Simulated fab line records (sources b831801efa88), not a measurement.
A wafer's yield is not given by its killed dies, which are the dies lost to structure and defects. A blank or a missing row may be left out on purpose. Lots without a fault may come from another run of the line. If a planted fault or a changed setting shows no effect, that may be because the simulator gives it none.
fab line records | flow sky130
[record] lots = 13 | wafers = 39 | lastDay = 50
route steps=708 shown POLY_CUT@317 RES_XHIGH@336 LI_CONTACT@382 LOCAL_INTERCONNECT@400
lots that met no fault: from a run of the same line without faults
startH: hours from the record's first day to the start of the lot's first wafer shown | waitH: hours elapsed since this lot's preceding step | " the same as in the row above | L1.1+2: several wafers, shown together as one row | - no value present, or no start provided | * or withheld: withheld | < > ~ a bound
route shown NAME@n: names a module that has steps shown in the file, with the first one's number in the route | usual: the fault-free wafers' mean and standard deviation | same: alike in all rows | chamber/n: place in a boat | sites: per-site readings | _std_site: their standard deviation | _edge_site: mean of outer sites minus mean of inner sites | radiusMm: how far each site lies from the wafer's centre | mask NAME#n: copy n | behind: tool/chamber where the wafer was last shaped | hold: why the lot went on hold/how many hours it stayed there/how the hold came to an end | device: whichever transistor did not switch (one of n, p or np) | end of line: the tests these same wafers got at the end of their route | for a step that has no rows: nothing shown but its recipe | killed: count of dies lost to structure and defects at first sort (not the wafer's yield) | map: the dies of a wafer, with x for killed, . for not killed, _ for no die there
set.NAME: the setting as run; set.NAME@STEP: as run at that earlier step | model.NAME: the simulator's own value behind a step, which no gauge read
route steps across a sampled set of lots; one table per step, one row per wafer
services: a tool's chamber out of use, with start hour (startH, from the record's first day; less than 0 if before it), hours out, and reason
[[steps]]
[step SKY_POLY_CUT_ETCH_10]
[recipe] chemistry = N2/H2 | target = BARC | ionEnergyEv = 200 | sourceW = 500 | biasW = 100 | pressureMtorr = 30 | n2FlowSccm = 100 | h2FlowSccm = 200 | stopOn = SiO2 | timeS = 45.9 | targetDepthA = 600
[usual] drypumpMotorCurrentA = 5.6/0.51 | n2FlowSccm = 99.95/0.28 | oesProductAu = 0.855/0.0045 | throttleValvePct = 13.225/0.0094
lot.wafer | tool       | chamber | startH | waitH | drypumpMotorCurrentA | n2FlowSccm | oesProductAu | rfHoursCounterH | throttleValvePct
L145.1    | rieDiel-01 | 2       | 563.11 | 0.0   | 6.4                  | 100.08     | 0.845        | 1               | 13.220
L145.2    | "          | 0       | "      | "     | 5.3                  | 99.97      | 0.860        | 1               | 13.215
L145.5    | "          | 3       | "      | "     | 5.1                  | 99.97      | 0.859        | -               | 13.218
L147.2    | rieDiel-01 | 2       | 584.64 | 0.0   | 6.4                  | 100.08     | 0.856        | 2               | 13.215
L147.4    | "          | 0       | "      | "     | 5.3                  | 100.56     | 0.847        | -               | 13.234
L147.5    | "          | 3       | "      | "     | 5.1                  | 99.86      | 0.859        | -               | 13.221
L148.2    | rieDiel-01 | 2       | 599.63 | 0.0   | 6.4                  | 100.16     | 0.858        | 2               | 13.230
L148.3    | "          | 0       | "      | "     | 5.3                  | 99.42      | 0.852        | 2               | 13.237
L148.5    | "          | 0       | "      | "     | 5.3                  | 99.52      | 0.857        | -               | 13.225
L150.2    | rieDiel-01 | 2       | 604.79 | 0.0   | 6.4                  | 99.81      | 0.853        | 2               | 13.221
L150.4    | "          | 0       | "      | "     | 5.3                  | 99.73      | 0.849        | -               | 13.229
L150.5    | "          | 2       | "      | "     | 6.4                  | 100.27     | 0.855        | -               | 13.232
L149.2    | rieDiel-03 | 2       | 609.86 | 0.0   | 5.8                  | 100.31     | 0.856        | 9               | 13.218
L149.3    | "          | 3       | "      | "     | 4.7                  | 100.04     | 0.848        | 7               | 13.237
L149.5    | "          | 0       | "      | "     | 5.7                  | 99.78      | 0.859        | -               | 13.214
L151.3    | rieDiel-04 | 3       | 618.11 | 0.0   | 5.9                  | 100.18     | 0.852        | 0               | 13.209
L151.4    | "          | 0       | "      | "     | 5.7                  | 99.86      | 0.855        | 7               | 13.226
L151.5    | "          | 1       | "      | "     | 6.3                  | 100.04     | 0.857        | -               | 13.243
L152.3    | rieDiel-01 | 2       | 628.23 | 0.0   | 6.4                  | 100.00     | 0.852        | 3               | 13.224
L152.4    | "          | 1       | "      | "     | 5.3                  | 100.14     | 0.857        | 9               | 13.229
L152.6    | "          | 2       | "      | "     | 6.3                  | 99.61      | 0.850        | -               | 13.237
L157.1    | rieDiel-03 | 2       | 669.61 | 0.0   | 5.8                  | 99.67      | 0.851        | 10              | 13.213
L157.3    | "          | 1       | "      | "     | 5.5                  | 99.86      | 0.854        | 13              | 13.239
L157.5    | "          | 3       | "      | "     | 4.7                  | 99.89      | 0.858        | -               | 13.230
L160.2    | rieDiel-04 | 1       | 699.83 | 0.0   | 6.3                  | 99.73      | 0.854        | 20              | 13.222
L160.5    | "          | 3       | "      | "     | 5.9                  | 100.33     | 0.853        | -               | 13.230
L160.6    | "          | 0       | "      | "     | 5.7                  | 99.87      | 0.857        | -               | 13.227
L165.2    | rieDiel-03 | 0       | 724.01 | 0.0   | 5.7                  | 99.87      | 0.854        | 8               | 13.235
L165.3    | "          | 1       | "      | "     | 5.5                  | 99.66      | 0.847        | 14              | 13.221
L165.5    | "          | 1       | "      | "     | 5.5                  | 99.27      | 0.853        | -               | 13.224
L164.1    | rieDiel-03 | 0       | 727.44 | 0.0   | 5.7                  | 99.65      | 0.851        | 8               | 13.219
L164.2    | "          | 1       | "      | "     | 5.5                  | 100.11     | 0.863        | 15              | 13.221
L164.6    | "          | 2       | "      | "     | 5.7                  | 99.38      | 0.856        | -               | 13.220
L167.1    | rieDiel-01 | 0       | 743.04 | 0.0   | 5.3                  | 99.27      | 0.862        | 5               | 13.211
L167.5    | "          | 2       | "      | "     | 6.4                  | 100.25     | 0.861        | -               | 13.208
L167.6    | "          | 3       | "      | "     | 5.1                  | 100.22     | 0.854        | -               | 13.212
L168.2    | rieDiel-03 | 3       | 744.94 | 0.0   | 4.7                  | 99.39      | 0.859        | 10              | 13.214
L168.3    | "          | 2       | "      | "     | 5.7                  | 99.65      | 0.858        | 12              | 13.238
L168.4    | "          | 1       | "      | "     | 5.5                  | 99.69      | 0.855        | 15              | 13.230
[step SKY_RES_XHIGH_EXPOSE_04]
[recipe] maskId = URPM | na = 0.6 | sourceShape = conventional | sigmaOuter = 0.6 | polarization = unpolarized | targetCdNm = 1270 | doseMj = 140
lot.wafer  | tool            | chamber | startH | waitH | mask
L145.1+2+5 | ilineStepper-02 | 0       | 608.08 | -     | URPM#0
L147.2+4+5 | ilineStepper-01 | 0       | 630.16 | -     | URPM#0
L148.2+3+5 | ilineStepper-01 | 0       | 645.47 | -     | URPM#0
L150.2+4+5 | ilineStepper-01 | 0       | 648.56 | -     | URPM#0
L149.2+3+5 | ilineStepper-02 | 0       | 654.75 | -     | LDNTM#0
L151.3+4+5 | ilineStepper-02 | 0       | 661.72 | -     | URPM#0
L152.3+4+6 | ilineStepper-02 | 0       | 672.37 | -     | URPM#0
L157.1+3+5 | ilineStepper-01 | 0       | 711.95 | -     | URPM#0
L160.2+5+6 | ilineStepper-02 | 0       | 742.37 | -     | URPM#0
L165.2+3+5 | ilineStepper-01 | 0       | 766.97 | -     | URPM#0
L164.1+2+6 | ilineStepper-02 | 0       | 770.15 | -     | URPM#0
L167.1+5+6 | ilineStepper-02 | 0       | 785.66 | -     | URPM#0
L168.2+3+4 | ilineStepper-01 | 0       | 787.05 | -     | URPM#0
[step SKY_RES_XHIGH_TW_MEAS_09]
[usual] RES_XHIGH_TW = 1650/23
lot.wafer | tool         | chamber | startH | waitH | RES_XHIGH_TW
L145.1    | filmMetro-04 | -       | 622.68 | 0.1   | 1680
L145.2    | "            | -       | "      | "     | 1678
L145.5    | "            | -       | "      | "     | 1673
L147.2    | filmMetro-04 | -       | 644.51 | 0.1   | 1664
L147.4    | "            | -       | "      | "     | 1663
L147.5    | "            | -       | "      | "     | 1665
L148.2    | filmMetro-01 | -       | 659.86 | 0.1   | 1619
L148.3    | "            | -       | "      | "     | 1624
L148.5    | "            | -       | "      | "     | 1610
L150.2    | filmMetro-04 | -       | 663.19 | 0.1   | 1669
L150.4    | "            | -       | "      | "     | 1672
L150.5    | "            | -       | "      | "     | 1666
L149.2    | filmMetro-03 | -       | 669.01 | 0.1   | 30
L149.3    | "            | -       | "      | "     | 31
L149.5    | "            | -       | "      | "     | 30
L151.3    | filmMetro-04 | -       | 676.30 | 0.1   | 1658
L151.4    | "            | -       | "      | "     | 1667
L151.5    | "            | -       | "      | "     | 1658
L152.3    | filmMetro-01 | -       | 686.65 | 0.1   | 1625
L152.4    | "            | -       | "      | "     | 1629
L152.6    | "            | -       | "      | "     | 1618
L157.1    | filmMetro-03 | -       | 726.15 | 0.1   | 1672
L157.3    | "            | -       | "      | "     | 1664
L157.5    | "            | -       | "      | "     | 1674
L160.2    | filmMetro-01 | -       | 756.64 | 0.1   | 1630
L160.5    | "            | -       | "      | "     | 1628
L160.6    | "            | -       | "      | "     | 1627
L165.2    | filmMetro-01 | -       | 780.91 | 0.1   | 1621
L165.3    | "            | -       | "      | "     | 1612
L165.5    | "            | -       | "      | "     | 1616
L164.1    | filmMetro-03 | -       | 784.15 | 0.1   | 1667
L164.2    | "            | -       | "      | "     | 1667
L164.6    | "            | -       | "      | "     | 1669
L167.1    | filmMetro-01 | -       | 799.25 | 0.1   | 1609
L167.5    | "            | -       | "      | "     | 1608
L167.6    | "            | -       | "      | "     | 1618
L168.2    | filmMetro-03 | -       | 800.96 | 0.1   | 1662
L168.3    | "            | -       | "      | "     | 1666
L168.4    | "            | -       | "      | "     | 1674
[step SKY_LI_CONTACT_SPUTTER_20]
[recipe] material = TiN | targetThkNm = 20 | chamberPressurePa = 5 | powerW = 4089 | timeS = 80
[usual] chamberPressurePa = 5.001/0.0093 | throttleValvePct = 29.6/0.83
lot.wafer | tool          | chamber | startH | waitH | chamberPressurePa | throttleValvePct
L145.1    | pvdSputter-02 | -       | 681.78 | 0.0   | 5.015             | 30.7
L145.2    | "             | -       | "      | "     | 5.005             | 30.1
L145.5    | "             | -       | "      | "     | 4.990             | 30.4
L147.2    | pvdSputter-01 | -       | 703.88 | 0.0   | 5.013             | 28.6
L147.4    | "             | -       | "      | "     | 4.994             | 29.0
L147.5    | "             | -       | "      | "     | 5.009             | 30.9
L148.2    | pvdSputter-01 | -       | 719.23 | 0.0   | 5.008             | 28.8
L148.3    | "             | -       | "      | "     | 5.011             | 29.0
L148.5    | "             | -       | "      | "     | 5.004             | 30.9
L150.2    | pvdSputter-04 | -       | 721.63 | 0.0   | 5.015             | 28.9
L150.4    | "             | -       | "      | "     | 4.984             | 29.0
L150.5    | "             | -       | "      | "     | 4.989             | 29.6
L149.2    | pvdSputter-02 | -       | 728.16 | 0.0   | 4.999             | 30.7
L149.3    | "             | -       | "      | "     | 5.001             | 30.2
L149.5    | "             | -       | "      | "     | 5.006             | 30.2
L151.3    | pvdSputter-04 | -       | 735.31 | 0.0   | 4.997             | 28.7
L151.4    | "             | -       | "      | "     | 5.002             | 29.5
L151.5    | "             | -       | "      | "     | 4.991             | 29.1
L152.3    | pvdSputter-01 | -       | 745.57 | 0.0   | 4.996             | 28.8
L152.4    | "             | -       | "      | "     | 5.016             | 28.7
L152.6    | "             | -       | "      | "     | 5.008             | 28.3
L157.1    | pvdSputter-01 | -       | 784.55 | 0.0   | 4.989             | 29.0
L157.3    | "             | -       | "      | "     | 4.989             | 30.8
L157.5    | "             | -       | "      | "     | 5.001             | 29.0
L160.2    | pvdSputter-01 | -       | 813.86 | 0.0   | 4.993             | 30.7
L160.5    | "             | -       | "      | "     | 4.994             | 30.9
L160.6    | "             | -       | "      | "     | 5.009             | 28.9
L165.2    | pvdSputter-01 | -       | 837.56 | 0.0   | 5.012             | 30.6
L165.3    | "             | -       | "      | "     | 5.012             | 28.1
L165.5    | "             | -       | "      | "     | 5.006             | 28.5
L164.1    | pvdSputter-04 | -       | 840.88 | 0.0   | 4.999             | 29.2
L164.2    | "             | -       | "      | "     | 4.991             | 29.0
L164.6    | "             | -       | "      | "     | 5.001             | 29.5
L167.1    | pvdSputter-02 | -       | 855.02 | 0.0   | 4.995             | 30.2
L167.5    | "             | -       | "      | "     | 4.998             | 30.2
L167.6    | "             | -       | "      | "     | 5.000             | 30.2
L168.2    | pvdSputter-01 | -       | 856.02 | 0.0   | 4.998             | 28.5
L168.3    | "             | -       | "      | "     | 5.013             | 29.1
L168.4    | "             | -       | "      | "     | 4.991             | 30.8
[step SKY_LOCAL_INTERCONNECT_ETCH_13]
[recipe] chemistry = N2/H2 | target = BARC | ionEnergyEv = 200 | biasW = 100 | pressureMtorr = 30 | n2FlowSccm = 100 | h2FlowSccm = 200 | icpW = 491.8 | stopOn = SiO2 | timeS = 45.9 | targetDepthA = 600
[usual] drypumpMotorCurrentA = 5.6/0.44 | n2FlowSccm = 100.00/0.29 | oesProductAu = 0.855/0.0045 | throttleValvePct = 13.225/0.0083
lot.wafer | tool        | chamber | startH | waitH | drypumpMotorCurrentA | n2FlowSccm | oesProductAu | rfHoursCounterH | throttleValvePct
L145.1    | rieMetal-04 | 1       | 711.06 | 0.0   | 5.1                  | 100.22     | 0.858        | 9               | 13.223
L145.2    | "           | 0       | "      | "     | 5.1                  | 100.14     | 0.854        | 1               | 13.226
L145.5    | "           | 0       | "      | "     | 5.0                  | 99.70      | 0.849        | -               | 13.231
L147.2    | rieMetal-03 | 0       | 733.24 | 0.0   | 5.7                  | 99.92      | 0.852        | 12              | 13.231
L147.4    | "           | 1       | "      | "     | 6.2                  | 100.25     | 0.860        | -               | 13.231
L147.5    | "           | 0       | "      | "     | 5.6                  | 100.58     | 0.852        | -               | 13.222
L148.2    | rieMetal-03 | 0       | 748.30 | 0.0   | 5.6                  | 99.89      | 0.858        | 12              | 13.218
L148.3    | "           | 1       | "      | "     | 6.2                  | 100.09     | 0.849        | -               | 13.218
L148.5    | "           | 0       | "      | "     | 5.7                  | 100.03     | 0.855        | -               | 13.225
L150.2    | rieMetal-03 | 1       | 750.84 | 0.0   | 6.2                  | 99.53      | 0.858        | 3               | 13.217
L150.4    | "           | 0       | "      | "     | 5.6                  | 99.49      | 0.863        | -               | 13.222
L150.5    | "           | 1       | "      | "     | 6.1                  | 100.04     | 0.855        | -               | 13.226
L149.2    | rieMetal-03 | 0       | 757.65 | 0.0   | 5.6                  | 100.09     | 0.854        | 13              | 13.234
L149.3    | "           | 1       | "      | "     | 6.1                  | 99.79      | 0.844        | -               | 13.219
L149.5    | "           | 1       | "      | "     | 6.2                  | 99.51      | 0.849        | -               | 13.232
L151.3    | rieMetal-01 | 0       | 764.12 | 0.0   | 6.0                  | 100.04     | 0.852        | -               | 13.227
L151.4    | "           | 1       | "      | "     | 6.0                  | 99.91      | 0.853        | -               | 13.228
L151.5    | "           | 0       | "      | "     | 6.0                  | 99.85      | 0.855        | -               | 13.233
L152.3    | rieMetal-03 | 0       | 774.93 | 0.0   | 5.6                  | 100.28     | 0.857        | -               | 13.230
L152.4    | "           | 1       | "      | "     | 6.2                  | 99.94      | 0.861        | -               | 13.234
L152.6    | "           | 1       | "      | "     | 6.2                  | 99.78      | 0.860        | -               | 13.226
L157.1    | rieMetal-04 | 1       | 812.50 | 0.0   | 5.2                  | 100.34     | 0.857        | 13              | 13.218
L157.3    | "           | 0       | "      | "     | 5.1                  | 100.15     | 0.855        | -               | 13.220
L157.5    | "           | 1       | "      | "     | 5.2                  | 100.26     | 0.867        | -               | 13.225
L160.2    | rieMetal-03 | 1       | 841.60 | 0.0   | 6.2                  | 99.57      | 0.861        | 6               | 13.226
L160.5    | "           | 1       | "      | "     | 6.2                  | 99.57      | 0.852        | -               | 13.234
L160.6    | "           | 0       | "      | "     | 5.6                  | 100.08     | 0.855        | -               | 13.222
L165.2    | rieMetal-01 | 0       | 864.76 | 0.0   | 6.0                  | 100.15     | 0.854        | -               | 13.228
L165.3    | "           | 0       | "      | "     | 6.0                  | 100.00     | 0.857        | -               | 13.220
L165.5    | "           | 0       | "      | "     | 6.0                  | 100.16     | 0.847        | -               | 13.235
L164.1    | rieMetal-04 | 1       | 868.11 | 0.0   | 5.2                  | 99.71      | 0.861        | 16              | 13.223
L164.2    | "           | 0       | "      | "     | 5.1                  | 99.83      | 0.848        | 6               | 13.217
L164.6    | "           | 0       | "      | "     | 5.1                  | 100.01     | 0.855        | -               | 13.224
L167.1    | rieMetal-01 | 1       | 881.56 | 0.0   | 5.9                  | 100.33     | 0.854        | 8               | 13.215
L167.5    | "           | 1       | "      | "     | 6.0                  | 99.84      | 0.851        | -               | 13.220
L167.6    | "           | 0       | "      | "     | 6.0                  | 100.15     | 0.854        | -               | 13.230
L168.2    | rieMetal-04 | 0       | 882.85 | 0.0   | 5.0                  | 100.04     | 0.848        | 7               | 13.222
L168.3    | "           | 1       | "      | "     | 5.1                  | 99.89      | 0.858        | -               | 13.222
L168.4    | "           | 0       | "      | "     | 5.0                  | 99.82      | 0.861        | -               | 13.225
[[services]]
tool            | chamber | startH | hours | kind
rieDiel-03      | -       | 542.35 | 1.7   | repair
ilineStepper-01 | -       | 551.68 | 2.1   | pm
ilineStepper-01 | -       | 556.45 | 0.8   | repair
ilineStepper-02 | -       | 568.11 | 5.8   | repair
rieDiel-01      | 1       | 578.45 | 32.9  | repair
rieDiel-03      | 0       | 583.52 | 9.7   | repair
ilineStepper-02 | -       | 608.64 | 1.7   | pm
ilineStepper-02 | -       | 613.77 | 0.7   | repair
pvdSputter-01   | -       | 628.03 | 0.6   | repair
rieDiel-01      | 2       | 633.01 | 7.3   | repair
pvdSputter-01   | -       | 633.24 | 3.7   | repair
rieDiel-03      | -       | 663.12 | 0.9   | repair
ilineStepper-01 | -       | 665.87 | 1.7   | pm
rieDiel-01      | 1       | 682.95 | 7.0   | repair
rieDiel-01      | 0       | 691.87 | 13.1  | repair
rieDiel-01      | 2       | 749.95 | 4.3   | repair
rieDiel-01      | 2       | 755.38 | 8.4   | repair
rieDiel-01      | 1       | 770.89 | 16.7  | repair
ilineStepper-02 | -       | 797.58 | 8.3   | repair
rieMetal-03     | -       | 797.70 | 2.8   | pm
ilineStepper-02 | -       | 826.81 | 1.7   | pm
ilineStepper-01 | -       | 832.20 | 1.6   | repair
ilineStepper-01 | -       | 853.39 | 5.7   | repair
ilineStepper-02 | -       | 853.89 | 1.2   | repair
[[key]]
[firstSign] step = SKY_RES_XHIGH_EXPOSE_04 | reading = mask | direction = changed
[effect] step = SKY_RES_XHIGH_TW_MEAS_09 | reading = RES_XHIGH_TW | direction = down | sigmas = 70 | usual = 1650 | struck = 30
metAt SKY_RES_XHIGH_EXPOSE_04
struckLots L149
sortLeftOut L149.2,L149.3,L149.5
testerLeftOut L149
notActingAt SKY_POLY_CUT_ETCH_10,SKY_LI_CONTACT_SPUTTER_20,SKY_LOCAL_INTERCONNECT_ETCH_13
onsetBetween 608.08 654.75
[fault] kind = wrongMask | tool = any | chamber = - | onsetH = 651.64 | steps = SKY_RES_XHIGH_EXPOSE_04 | auxCopy = LDNTM#0 | scope = struckLotsOnly
// testerLeftOut: of these lots the tester's yield and bins aren't shown, on N5 and GAA mostly nor the transistor test; their killed dies are dies lost to structure and defects alone, not to doping, threshold or leakage, so they don't give the yield
// sortLeftOut: the simulated sort isn't trusted on such a fault, so these wafers' sort isn't shown, and their yield isn't known
